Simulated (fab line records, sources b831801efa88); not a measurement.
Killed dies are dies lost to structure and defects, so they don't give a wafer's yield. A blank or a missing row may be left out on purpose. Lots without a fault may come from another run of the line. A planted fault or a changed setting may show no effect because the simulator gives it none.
A struck lot beside a sound one | flow sky130 | 17 steps out of a route of 708
Sound: wafers L387.1, L387.5, L387.6. Struck: wafer L398.1. (L398.2, L398.6 of the same lot were not struck and are left out.) The cause comes at the end.
At each step with rows: each side's tool, then ch and its chambers, then its first start. Under that, the readings that differ: sound wafers | struck wafers | difference of the means | sigmas: that difference in standard deviations of wafers without a fault.
alike: readings whose means differ by less than 2 such deviations, and words and numbers that are the same on both sides. not compared: withheld readings, readings that some wafer has no value for, bounds like >300 that may hide the same value, and numbers for which the record gives no deviation and whose values overlap.
The two part at a step that has a row with sigmas, a row that says differs or no value, or rows on one side only. Numbers that don't overlap but have no deviation are shown without sigmas and don't part them. A reading that every wafer of one side lacks parts them only if that side has two wafers or more.

SKY_FIELD_ISO_THK_MEAS_02:
  sound on film_metro-02, day 1 18:52; struck on film_metro-04, day 4 04:16
  alike: FIELD_ISO_OXIDATION_00_THK
then, 1 step without rows for these wafers: SKY_FIELD_ISO_CVD_03 (deposits Si3N4 from DCS/NH3, target thk 165 nm, time 2830 s).
SKY_FIELD_ISO_THK_MEAS_04:
  sound on film_metro-03, day 1 20:43; struck on film_metro-04, day 4 06:07
  reading                   | sound             | struck | difference | sigmas
  FIELD_ISO_CVD_03_THK (nm) | 165.1 165.7 165.9 | 168.6  | +3.0       | +2
then, 8 steps without rows for these wafers: SKY_FIELD_ISO_DEHYDRATE_05 (time 60 s); SKY_FIELD_ISO_HMDS_06 (prime time 60 s); SKY_FIELD_ISO_COAT_07 (resist thk 60 nm); SKY_FIELD_ISO_COAT_08 (resist thk 450 nm); SKY_FIELD_ISO_SOFTBAKE_09 (time 90 s); SKY_FIELD_ISO_EXPOSE_10 (exposes mask FOM, target cd 150 nm); SKY_FIELD_ISO_PEB_11; SKY_FIELD_ISO_DEVELOP_12 (develop time 60 s).
SKY_FIELD_ISO_CD_MEAS_13: target cd 150 nm.
  sound on cd_sem-01, day 2 11:01; struck on cd_sem-01, day 4 22:16
  alike: cd_nm
SKY_FIELD_ISO_ETCH_14: etches BARC in N2/H2, stops on SiO2, time 45.9 s, target depth 60 nm.
  sound on rie_diel-04 ch 2,3, day 2 11:08; struck on rie_diel-04 ch 2, day 4 22:23
  reading                                          | sound             | struck | difference | sigmas
  oes_product_au (a.u.)                            | 0.859 0.850 0.856 | 0.782  | -0.073     | -16
  model.KrF-thick_of_FIELD_ISO_COAT_08.thk_nm (nm) | 392.4 392.3 392.1 | 408.6  | +16.3      |
  model.etch.depth_nm (nm)                         | 59.99 59.92 60    | 50.02  | -9.95      |
  model.FIELD_ISO.cd_nm (nm)                       | 149.3 148.9 148.1 | 149.9  | +1.1       |
  alike: chamber_pressure_mTorr, drypump_motor_current_A, h2_flow_sccm, throttle_valve_pct
  not compared: rf_hours_counter_h
SKY_FIELD_ISO_ETCH_15: etches the open film in CHF3/O2, stops on Si, target depth 180 nm, time 72 s.
  sound on rie_diel-04 ch 2,3, day 2 11:11; struck on rie_diel-04 ch 2, day 4 22:26
  reading                                          | sound             | struck | difference | sigmas
  O2_flow_sccm (sccm)                              | 4.990 4.981 4.997 | 5.027  | +0.038     | +2
  oes_product_au (a.u.)                            | 0.946 0.948 0.950 | 0.500  | -0.448     | -66
  throttle_valve_pct (%)                           | 8.852 8.841 8.855 | 8.707  | -0.142     | -15
  model.KrF-thick_of_FIELD_ISO_COAT_08.thk_nm (nm) | 233.5 239.4 234.4 | 255.1  | +19.3      |
  alike: chamber_pressure_mTorr, drypump_motor_current_A
  not compared: rf_hours_counter_h
SKY_FIELD_ISO_STRIP_16: strips in O2/N2.
  sound on plasma_asher-01 ch 0,1, day 2 11:14; struck on plasma_asher-01 ch 1, day 4 22:29
  reading                      | sound          | struck | difference | sigmas
  strip_time_to_endpoint_s (s) | 3.51 3.58 3.51 | 3.74   | +0.21      | +7
  alike: chamber_pressure_mTorr, drypump_motor_current_A, oes_product_au
  not compared: rf_hours_counter_h
SKY_FIELD_ISO_ETCH_17: etches Si in HBr/Cl2/O2, target depth 342 nm, time 97.7 s.
  sound on rie_si-01 ch 2,3, day 2 11:20; struck on rie_si-01 ch 0, day 4 22:35
  reading                     | sound       | struck | difference | sigmas
  drypump_motor_current_A (A) | 5.6 5.6 5.6 | 6.5    | +0.9       | +2
  alike: O2_flow_sccm, chamber_pressure_mTorr, oes_product_au, throttle_valve_pct
  not compared: rf_hours_counter_h
-- the record jumps here: 44 days lie between the struck wafers' starts before and after (it left off in module FIELD_ISO and takes up again in module PAD_OPEN, whose first step shown is number 708 of the route) --
SKY_PAD_OPEN_PROBE_99:
  sound on prober-01, day 47 00:44; struck on prober-02, day 48 20:41
  reading             | sound    | struck                   | difference                   | sigmas
  hold                | - - -    | await_dispo/2.1h/release | no value on the sound wafers |
  killed_at_front_end | 17 14 16 | 364                      | +348                         | +77
  killed_dies         | 88 88 85 | 435                      | +348                         | +37
  killed_on_rim       | 21 23 23 | 81                       | +59                          | +14
  killed_short        | 32 33 41 | 48                       | +13                          | +2
  alike: killed_at_M0_to_M3, killed_at_M4_up, killed_at_contacts, killed_at_other, killed_open

WHERE THEY PART
First at SKY_FIELD_ISO_THK_MEAS_04; last, within this record, at SKY_PAD_OPEN_PROBE_99.

WHY: what the simulator had put in
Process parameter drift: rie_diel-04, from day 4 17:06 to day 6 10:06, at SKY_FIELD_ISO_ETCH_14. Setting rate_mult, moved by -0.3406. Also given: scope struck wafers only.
